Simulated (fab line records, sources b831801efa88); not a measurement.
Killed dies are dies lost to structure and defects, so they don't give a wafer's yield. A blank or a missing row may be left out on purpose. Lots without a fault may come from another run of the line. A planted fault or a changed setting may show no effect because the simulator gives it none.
One fault seen from 2 desks | flow sky130 | each desk has only its own numbers; what lay behind them comes last

THE TOOL OWNER'S DESK: cvd_w-01
The tool's own readings at SKY_LI_CONTACT_CVD_21 (deposits W, target thk 400 nm, time 120.56 s): means of the sampled wafers that have a number, for each lot that ran on this tool. A lot is out of limits, marked OUT, if its mean lies more than 4 standard deviations from the usual mean; the brackets give that distance.
Columns: A = heater_power_w at SKY_LI_CONTACT_CVD_21, usual 910 W; B = susceptor_temp_C at SKY_LI_CONTACT_CVD_21, usual 399.97 C
lot  | first seen here | A   | B
L847 | day 30 17:26    | 826 | 400.02
L848 | day 31 02:55    | 779 | 383.78 (-65) OUT
L852 | day 32 05:56    | 763 | 384.32 (-63) OUT
L860 | day 34 21:02    | 839 | 399.97
L861 | day 35 14:38    | 841 | 400.17
L863 | day 35 15:40    | 857 | 400.07
L864 | day 35 18:14    | 845 | 399.88
L865 | day 36 05:20    | 859 | 399.80
L866 | day 36 13:55    | 841 | 400.01
This desk's finding: out of limits on L848, L852; first on L848, day 31 02:55 (susceptor_temp_C at SKY_LI_CONTACT_CVD_21). In limits: L847, L860, L861, L863, L864, L865, L866.

THE METROLOGY DESK
What the gauges read, lot by lot, whatever tool the lot ran on: means of the sampled wafers that have a number. A lot is out of limits, marked OUT, if its mean lies more than 4 standard deviations from the usual mean; the brackets give that distance.
Columns: A = SD_N_TW at SKY_SD_N_TW_MEAS_12, usual 3981; B = LI_CONTACT_W_RS at SKY_LI_CONTACT_RS_MEAS_22, usual 0.2849 ohm/sq; C = LI_CONTACT_W_THK at SKY_LI_CONTACT_THK_MEAS_23, usual 399 nm
lot  | first seen here | A    | B                | C
L847 | day 29 11:17    | 3909 | 0.2866           | 400
L848 | day 29 20:42    | 3943 | 0.3849 (+38) OUT | 296 (-18) OUT
L849 | day 29 21:28    | 4024 | 0.2881           | 393
L852 | day 31 00:46    | 4024 | 0.3796 (+36) OUT | 301 (-17) OUT
L859 | day 33 13:55    | 3951 | 0.2828           | 399
L860 | day 33 16:04    | 3949 | 0.2854           | 401
L861 | day 34 09:51    | 4010 | 0.2859           | 390
L863 | day 34 11:29    | 3997 | 0.2881           | 391
L864 | day 34 13:52    | 3959 | 0.2889           | 395
L865 | day 35 02:19    | 4026 | 0.2829           | 400
L866 | day 35 09:22    | 4016 | 0.2839           | 397
This desk's finding: out of limits on L848, L852; first on L848, day 31 03:02 (LI_CONTACT_W_RS at SKY_LI_CONTACT_RS_MEAS_22). In limits: L847, L849, L859, L860, L861, L863, L864, L865, L866.

PUT TOGETHER
The tool owner's desk could have raised an alarm at day 31 02:55, on L848, L852.
The metrology desk could have raised an alarm at day 31 03:02, on L848, L852.
Of the lots named, all ran SKY_LI_CONTACT_CVD_21 on cvd_w-01.

WHAT THE SIMULATOR HAD PUT IN
Process parameter drift: cvd_w-01, from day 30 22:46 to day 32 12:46, at SKY_LI_CONTACT_CVD_21. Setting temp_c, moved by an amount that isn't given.
Lots struck among those shown: L848, L852.
Hours from the fault's start to each desk's first reading out of limits: the tool owner's desk, 4; the metrology desk, 4.
